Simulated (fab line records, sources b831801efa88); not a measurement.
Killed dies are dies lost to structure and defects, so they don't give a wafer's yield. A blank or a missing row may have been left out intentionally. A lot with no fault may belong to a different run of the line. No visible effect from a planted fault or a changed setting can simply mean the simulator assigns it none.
What tool caused it? -- flow gf180mcu -- 13 lots with 39 wafers sampled at 4 steps, on a route of 602 steps

## WHAT THE GAUGES READ, wafer by wafer
GF_STI_BOW_MEAS_00. Usual: INCOMING_BOW gives -1 um (standard deviation 6.5).
lot,measured,on,INCOMING_BOW (um),flag
L729,day 1 10:02,film-metro-01,-3 5 -10,
L730,day 1 15:02,film-metro-01,-5 -7 2,
L735,day 2 16:01,film-metro-01,-6 3 2,
L736,day 2 21:00,film-metro-01,0 -3 2,
L737,day 3 02:01,film-metro-02,-5 -13 2,
L738,day 3 07:00,film-metro-02,3 -4 -4,
L739,day 3 12:01,film-metro-02,0 -4 2,
L740,day 3 17:01,film-metro-01,4 0 0,
L741,day 3 22:02,film-metro-03,4 2 -5,
L743,day 4 08:00,film-metro-02,-9 4 -8,
L744,day 4 13:00,film-metro-03,9 7 3,
L745,day 4 18:01,film-metro-02,9 -9 5,
L752,day 6 05:00,film-metro-03,0 -5 -7,

GF_HV_LDD_TW_MEAS_11. Usual: HV_LDD_TW gives 2418 (standard deviation 16).
lot,measured,on,HV_LDD_TW,flag
L729,day 9 21:19,film-metro-03,2404 2419 2404,
L730,day 10 07:20,film-metro-02,2414 2416 2415,
L735,day 12 19:16,film-metro-04,2440 2432 2442,
L736,day 12 10:31,film-metro-04,2443 2443 2432,
L737,day 13 04:37,film-metro-02,2424 2432 2419,
L738,day 13 11:00,film-metro-04,2418 2429 2425,
L739,day 13 11:19,film-metro-02,2434 2427 2434,
L740,day 13 18:26,film-metro-03,2419 2413 2422,
L741,day 14 07:11,film-metro-03,2405 2400 2412,
L743,day 14 14:13,film-metro-03,2398 2417 2408,
L744,day 14 20:58,film-metro-04,1223 1219 1219 1227 1220 1217,OFF
L745,day 15 05:56,film-metro-03,1168 1185 1151 1181 1184 1159,OFF
L752,day 17 07:36,film-metro-02,2415 2404 2405,

GF_SAB_OVL_MEAS_10. Usual: SAB_OVL gives -0.2 nm (standard deviation 1.2).
lot,measured,on,SAB_OVL (nm),flag
L729,day 14 21:35,overlay-02,-1.6 0.6 1.1,
L730,day 15 12:53,overlay-02,0.3 -0.8 -0.2,
L735,day 18 13:37,overlay-01,-0.2 1.2 0.2,
L736,day 18 01:16,overlay-02,-2.6 -1.4 -1.4,
L737,day 18 19:50,overlay-02,-0.6 0.9 -0.1,
L738,day 19 06:37,overlay-01,-2.0 -0.4 0.1,
L739,day 19 07:17,overlay-02,0.7 -0.7 0.4,
L740,day 19 22:22,overlay-02,-0.2 0.1 -0.4,
L741,day 20 03:10,overlay-01,1.3 1.5 -0.8,
L743,day 20 20:31,overlay-01,1.2 0.8 1.6,
L752,day 23 18:13,overlay-01,0.5 0.5 1.3,

## WHAT TOOL EACH LOT RAN ON (gives the tool, then ch and the chambers of the sampled wafers, and finally the start)
lot,GF_HV_LDD_IMPLANT_09
L729,"implanter-04 ch 0, day 9 21:06"
L730,"implanter-02 ch 0, day 10 07:07"
L735,"implanter-03 ch 0, day 12 19:01"
L736,"implanter-03 ch 0, day 12 10:16"
L737,"implanter-04 ch 0, day 13 04:23"
L738,"implanter-03 ch 0, day 13 10:45"
L739,"implanter-02 ch 0, day 13 11:04"
L740,"implanter-03 ch 0, day 13 18:11"
L741,"implanter-03 ch 0, day 14 06:58"
L743,"implanter-02 ch 0, day 14 13:58"
L744,"implanter-03 ch 0, day 14 20:43"
L745,"implanter-03 ch 0, day 15 05:41"
L752,"implanter-04 ch 0, day 17 07:21"
- GF_HV_LDD_IMPLANT_09

## WHAT THE TOOLS THEMSELVES READ (means of the sampled wafers that have a number; where no wafer has one, the mark that the record gives instead)
GF_HV_LDD_IMPLANT_09. Usual: beam-on-s 10.01 s, standard deviation 0.2; dose-ions-cm2 9.999e+13, standard deviation 1e+11; end-station-pressure-torr 5.47e-06 Torr, standard deviation 2.9e-07; faraday-current-uA 563, standard deviation 11.
lot,tool,beam-on-s (s),dose-ions-cm2,end-station-pressure-torr (Torr),faraday-current-uA,flag
L729,implanter-04,9.96,1.001e+14,5.81e-06,566,
L730,implanter-02,9.88,1.001e+14,5.67e-06,570,
L735,implanter-03,9.99,9.993e+13,5.69e-06,566,
L736,implanter-03,9.98,9.989e+13,5.59e-06,565,
L737,implanter-04,9.99,9.988e+13,5.41e-06,564,
L738,implanter-03,9.92,9.994e+13,5.60e-06,567,
L739,implanter-02,10.00,1.001e+14,5.39e-06,563,
L740,implanter-03,10.13,1.001e+14,5.37e-06,557,
L741,implanter-03,9.83,9.988e+13,5.32e-06,573,
L743,implanter-02,10.04,9.998e+13,5.30e-06,562,
L744,implanter-03,10.06,9.887e+12,5.27e-06,56,OFF
L745,implanter-03,10.12,9.983e+12,5.07e-06,56,OFF
L752,implanter-04,9.95,1.000e+14,5.42e-06,568,

## THE ANSWER, worked out from the rows above alone
Rule: a lot counts as off when the mean over its wafers that have a number is more than 3 standard deviations away from the usual mean. Also off: a lot with no number at a reading for which 4 or more lots have one. The other lots that the step has rows for count as sound. The gauges are gone through in route order, then the tools' own readings, and for those a lot's mean is taken as printed above. The first step at which some lot is off is used, and at that step the reading that is off furthest; a lot without a number counts as furthest.
Off: at GF_HV_LDD_TW_MEAS_11 (HV_LDD_TW), L744, L745.
A tool fits if, at a process step before that reading, it ran every lot that is off, and no sound lot after the first of them. The gauges at GF_HV_LDD_TW_MEAS_11 aren't tried: what is off there is off at GF_HV_LDD_IMPLANT_09 too, on other tools, and a gauge's error can't cause that. One fits: implanter-03 at GF_HV_LDD_IMPLANT_09. A fault onset in the window from L741 (day 14 06:58, its last sound lot) to L744 (day 14 20:43, its first lot off) fits.
The tool's own readings at GF_HV_LDD_IMPLANT_09 bear it out: on the lots that are off they differ by more than 5 times the standard deviation of the sound lots' means. dose-ions-cm2 reads 9.935e+12 there against 9.999e+13 on the sound lots; faraday-current-uA reads 56 there against 566 on the sound lots.

## WHAT WAS PUT IN BY THE SIMULATOR
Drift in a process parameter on implanter-03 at GF_HV_LDD_IMPLANT_09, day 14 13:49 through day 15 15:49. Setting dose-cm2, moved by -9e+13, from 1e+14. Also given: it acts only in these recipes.
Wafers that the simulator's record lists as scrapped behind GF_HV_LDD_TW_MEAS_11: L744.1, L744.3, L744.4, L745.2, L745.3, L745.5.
Shown lots that were struck: L744, L745. The rule above reached the same finding.
